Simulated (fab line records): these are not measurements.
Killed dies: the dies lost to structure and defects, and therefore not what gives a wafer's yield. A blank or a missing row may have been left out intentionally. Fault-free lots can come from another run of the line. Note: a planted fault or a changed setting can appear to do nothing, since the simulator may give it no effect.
A struck lot beside a sound one    flow sky130    16 steps out of a route of 708
Sound: wafers L543.1, L543.4, L543.5. Wafers struck: L549.3, L549.4. The cause is named last.
Per side, at each step with rows, come the tool, then ch with its chambers, and then its first start. Under that, the readings that differ: sound wafers    struck wafers    difference of the means    sigmas: that difference in standard deviations of wafers without a fault.
alike: readings with means less than 2 such deviations apart, plus words and numbers identical on both sides. not compared: withheld readings, readings lacking a value on some wafer, bounds such as >300 that could conceal the same value, and numbers that have no deviation in the record and whose values overlap.
The two part at a step that has a row with sigmas, a row that says differs or no value, or rows on one side only. Numbers that don't overlap but have no deviation are shown without sigmas and don't part them. A reading missing from all wafers of one side parts the sides only when that side holds two or more wafers.

SKY_VT_ADJUST_LVTN_OVL_MEAS_07:
  struck on overlay-01, day 10 10:29; sound on overlay-01, day 8 11:13
  alike: VT_ADJUST_LVTN_OVL
then, 1 step without rows for these wafers: SKY_VT_ADJUST_LVTN_IMPLANT_08.
SKY_VT_ADJUST_LVTN_STRIP_09: strips in O2/N2.
  sound on plasma-asher-03 ch 0,1, day 8 11:24; struck on plasma-asher-04 ch 0,1, day 10 10:42
  alike: drypump-motor-current-A, oes-product-au, strip-time-to-endpoint-s
  not compared: rf-hours-counter-h
SKY_VT_ADJUST_LVTN_TW_MEAS_10:
  struck on film-metro-02, day 10 10:47; sound on film-metro-01, day 8 11:30
reading            sound              struck       difference  sigmas
VT_ADJUST_LVTN_TW  243.7 244.0 243.5  240.3 239.8  -3.7        -2
then, 7 steps without rows for these wafers: SKY_VT_ADJUST_LVTN_DEHYDRATE_11 (time 60 s); SKY_VT_ADJUST_LVTN_HMDS_12 (prime time 60 s); SKY_VT_ADJUST_LVTN_COAT_13 (resist thk 1140 nm); SKY_VT_ADJUST_LVTN_SOFTBAKE_14 (time 60 s); SKY_VT_ADJUST_LVTN_EXPOSE_15 (exposes mask HVN STD DERIVED, target cd 600 nm); SKY_VT_ADJUST_LVTN_PEB_16; SKY_VT_ADJUST_LVTN_DEVELOP_17 (develop time 60 s).
SKY_VT_ADJUST_LVTN_OVL_MEAS_18:
  struck on overlay-02, day 11 10:23; sound on overlay-02, day 9 08:41
reading                     sound           struck   difference  sigmas
VT_ADJUST_LVTN_01_OVL (nm)  -1.4 -1.8 -1.9  0.2 2.8  +3.2        +2
SKY_VT_ADJUST_LVTN_IMPLANT_19:
  sound on implanter-02 ch 0, day 9 08:43; struck on implanter-02 ch 0, day 11 10:27
reading             sound            struck       difference  sigmas
beam-on-s (s)       9.94 9.85 10.02  13.33 13.26  +3.36       +18
faraday-current-uA  3.69 3.72 3.64   2.74 2.77    -0.93       -14
  alike: dose-ions-cm2
SKY_VT_ADJUST_LVTN_STRIP_20: strips in O2/N2.
  sound on plasma-asher-04 ch 0,1, day 9 08:52; struck on plasma-asher-03 ch 0,1, day 11 10:35
  alike: drypump-motor-current-A, oes-product-au, strip-time-to-endpoint-s
  not compared: rf-hours-counter-h
SKY_VT_ADJUST_LVTN_TW_MEAS_21:
  struck on film-metro-01, day 11 10:54; sound on film-metro-02, day 9 08:58
reading              sound              struck       difference  sigmas
VT_ADJUST_LVTN_2_TW  186.4 186.2 186.0  203.8 203.8  +17.6       +12
  not compared: hold
-- a jump in the record: the struck wafers' starts before and after are 38 days apart (it breaks off in module VT_ADJUST_LVTN and resumes in module PAD_OPEN, where the first step shown is number 708 of the route) --
SKY_PAD_OPEN_PROBE_99:
  struck on prober-02, day 49 01:36; sound on prober-02, day 47 07:12
reading  sound  struck                                             difference                    sigmas
hold     - - -  await-dispo/3.3h/release await-dispo/3.3h/release  no value on the sound wafers  
  alike: killed_at_M0_to_M3, killed_at_M4_up, killed-at-contacts, killed-at-front-end, killed-at-other, killed-dies, killed-open, killed-short

== WHERE THEY PART ==
Last at SKY_PAD_OPEN_PROBE_99 as far as this record goes, first at SKY_VT_ADJUST_LVTN_TW_MEAS_10.

WHY: what the simulator had put in
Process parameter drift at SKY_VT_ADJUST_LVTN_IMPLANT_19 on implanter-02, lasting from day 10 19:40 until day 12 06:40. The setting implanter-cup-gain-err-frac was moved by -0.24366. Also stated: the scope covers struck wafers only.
